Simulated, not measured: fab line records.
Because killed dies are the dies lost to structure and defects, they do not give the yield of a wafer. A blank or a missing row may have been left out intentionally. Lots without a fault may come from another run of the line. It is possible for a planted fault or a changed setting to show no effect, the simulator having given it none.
Comparing a struck lot with a sound one | flow gf180mcu | 15 steps out of a route of 602
Sound: wafers L849.2, L849.3, L849.6. The struck wafers were L863.1, L863.2, L863.6. The cause is named last.
Each step with rows lists, per side, the tool, then ch with its chambers, then its first start. Under that, the readings that differ: sound wafers | struck wafers | difference of the means | sigmas: that difference in standard deviations of wafers without a fault.
alike: a reading whose means differ by less than 2 such deviations, as well as words and numbers matching on both sides. not compared: withheld readings; readings where some wafer has no value; bounds like >300 that might hide an equal value; numbers whose values overlap and for which the record gives no deviation.
A row with sigmas, a row that says differs or no value, or rows on one side alone: a step with any of these is where the two part. Numbers that don't overlap but have no deviation are shown without sigmas and don't part them. A reading missing from all wafers of one side parts the sides only when that side holds two or more wafers.

first, 1 step without rows for these wafers: GF_MVSD_IMPLANT_09.
GF_MVSD_STRIP_10: strips in O2/N2.
  sound on plasma-asher-03 ch 0,1, day 5 08:49; struck on plasma-asher-04 ch 0,1, day 8 15:12
  alike: drypump-motor-current-A, heater-power-w, oes-product-au, strip-time-to-endpoint-s
  not compared: rf-hours-counter-h
GF_MVSD_TW_MEAS_11:
  sound on film-metro-04, day 5 08:56; struck on film-metro-01, day 8 15:18
  alike: MVSD_TW
then, 7 steps without rows for these wafers: GF_MVPSD_DEHYDRATE_00 (time 60 s); GF_MVPSD_HMDS_01 (prime time 60 s); GF_MVPSD_COAT_02 (resist thk 3000 nm); GF_MVPSD_SOFTBAKE_03; GF_MVPSD_EXPOSE_04 (exposes mask MVPSD, target cd 1000 nm); GF_MVPSD_PEB_05; GF_MVPSD_DEVELOP_06 (develop time 60 s).
GF_MVPSD_OVL_MEAS_07:
  sound on overlay-01, day 5 22:23; struck on overlay-02, day 9 08:08
  alike: MVPSD_OVL
after that, 1 step had no rows for these wafers: GF_MVPSD_IMPLANT_08.
GF_MVPSD_IMPLANT_09:
  sound on implanter-02 ch 0, day 5 22:35; struck on implanter-02 ch 0, day 9 08:19
  reading       | sound                         | struck                        | difference | sigmas
  dose-ions-cm2 | 4.998e+12 5.002e+12 5.003e+12 | 4.793e+12 4.783e+12 4.799e+12 | -2.093e+11 | -38
  alike: beam-energy-keV
GF_MVPSD_STRIP_10: strips in O2/N2.
  sound on plasma-asher-01 ch 0,1, day 5 22:43; struck on plasma-asher-03 ch 0,1, day 9 08:28
  reading            | sound       | struck      | difference | sigmas
  heater-power-w (W) | 399 336 391 | 299 292 292 | -81        | -2
  alike: drypump-motor-current-A, oes-product-au, strip-time-to-endpoint-s
  not compared: rf-hours-counter-h
after that, 1 step had no rows for these wafers: GF_PASSIVATION_PROBE_99.

WHERE THEY PART
Earliest at GF_MVPSD_IMPLANT_09; latest, in this record, at GF_MVPSD_STRIP_10.

WHY: what the simulator had put in
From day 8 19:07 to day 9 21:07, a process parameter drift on implanter-02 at GF_MVPSD_IMPLANT_09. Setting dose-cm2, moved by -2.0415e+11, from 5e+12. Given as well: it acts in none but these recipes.
